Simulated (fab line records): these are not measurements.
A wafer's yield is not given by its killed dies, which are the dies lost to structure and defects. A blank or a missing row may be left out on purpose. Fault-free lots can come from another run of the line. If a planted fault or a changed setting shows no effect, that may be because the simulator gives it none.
Problem report in the 8D (eight disciplines) form, filled by code | flow sky130 | the parts of the form that need people (team, actions taken, sign-off) are left out

== 1. THE PROBLEM ==
VT_ADJUST_LVTN_2_TW at SKY_VT_ADJUST_LVTN_TW_MEAS_21 reads a mean of 158.8 on 6 wafers of 2 lots; wafers without a fault read 189.6 with a standard deviation of 1.3. Relative to the usual mean, that is a shift of -24 standard deviations.
First observed at day 8 23:14: wafer L149.1, on film_metro-03. The record holds 36 wafers of 12 lots with a number at this step. Rule for "out", or "out of limits": more than 4 standard deviations from the usual mean. The rest of the wafers with a number are treated as sound.

== 2. WHAT IT IS, WHAT IT ISN'T ==
question                    | is                           | is not
which readings at this step | VT_ADJUST_LVTN_2_TW          | -
which lots                  | L149, L150                   | L145, L156, L158, L159, L160, L161, L162, L163, L164, L165
which wafers of those lots  | all that have a number       | -
read on which gauges        | film_metro-02, film_metro-03 | film_metro-04
when                        | from day 8 23:14             | up to then (3 sound wafers); but 27 sound wafers of L156, L158, L159, L160, L161, L162, L163, L164, L165 came after

== 3. WHAT RULES OUT EACH SUSPECT ==
Counting: a tool stays on the suspect list if, at a process step up to the reading, it processed all lots that are out and no sound lot following the first of them.
- the gauge at SKY_VT_ADJUST_LVTN_TW_MEAS_21: ruled out. Those wafers that are out were read across 2 gauges (film_metro-02, film_metro-03).
- plasma_asher-01 at SKY_VT_ADJUST_HVTP_STRIP_10 (strips in O2/N2): ruled out as a lasting fault. After its first lot that is out, L149 (day 7 06:56), sound lots L158, L161, L165 ran on it.
- implanter-01 at SKY_VT_ADJUST_LVTN_IMPLANT_19: ruled out as a lasting fault. After its first lot that is out, L149 (day 8 22:59), sound lots L160, L162, L163, L165 ran on it.
Left after counting: nothing in the record.

== 4. THE CAUSE (what the simulator had put in) ==
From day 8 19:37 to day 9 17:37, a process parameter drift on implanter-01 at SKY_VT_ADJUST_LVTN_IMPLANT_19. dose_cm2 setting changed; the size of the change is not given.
The count ruled it out by mistake, since the rule takes a fault to strike every lot its tool runs from the start of the fault on, and this one did not do so.

== 5. THE CHAIN OF EFFECTS, in route order ==
Rows list readings where the struck wafers' mean (over those with a number) sits beyond 3 standard deviations from the usual. Only readings for which the record gives a usual standard deviation are gone through. hours: the time from each lot's start at the first step in this table that gives one to its start at this step, as a median over the lots. sigmas: the change in usual standard deviations.
hours | step                          | reading             | usual     | on struck wafers | change     | sigmas
0     | SKY_VT_ADJUST_LVTN_IMPLANT_19 | dose_ions_cm2       | 6.501e+11 | 3.404e+11        | -3.097e+11 | -99 or more
0     | SKY_VT_ADJUST_LVTN_IMPLANT_19 | faraday_current_uA  | 3.67      | 1.90             | -1.77      | -22
0     | SKY_VT_ADJUST_LVTN_TW_MEAS_21 | VT_ADJUST_LVTN_2_TW | 189.6     | 158.8            | -30.8      | -24
The process steps in it:
- SKY_VT_ADJUST_LVTN_IMPLANT_19

== 6. WHAT WOULD HAVE CAUGHT IT SOONER ==
In this record the first reading out of limits at a measuring or inspecting step was taken at day 8 23:14, 4 hours after the fault began at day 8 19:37.
The tool's own readings at SKY_VT_ADJUST_LVTN_IMPLANT_19 were out on every struck wafer that the step has a row for (dose_ions_cm2, faraday_current_uA): an alarm limit on them would have fired on the first of those.
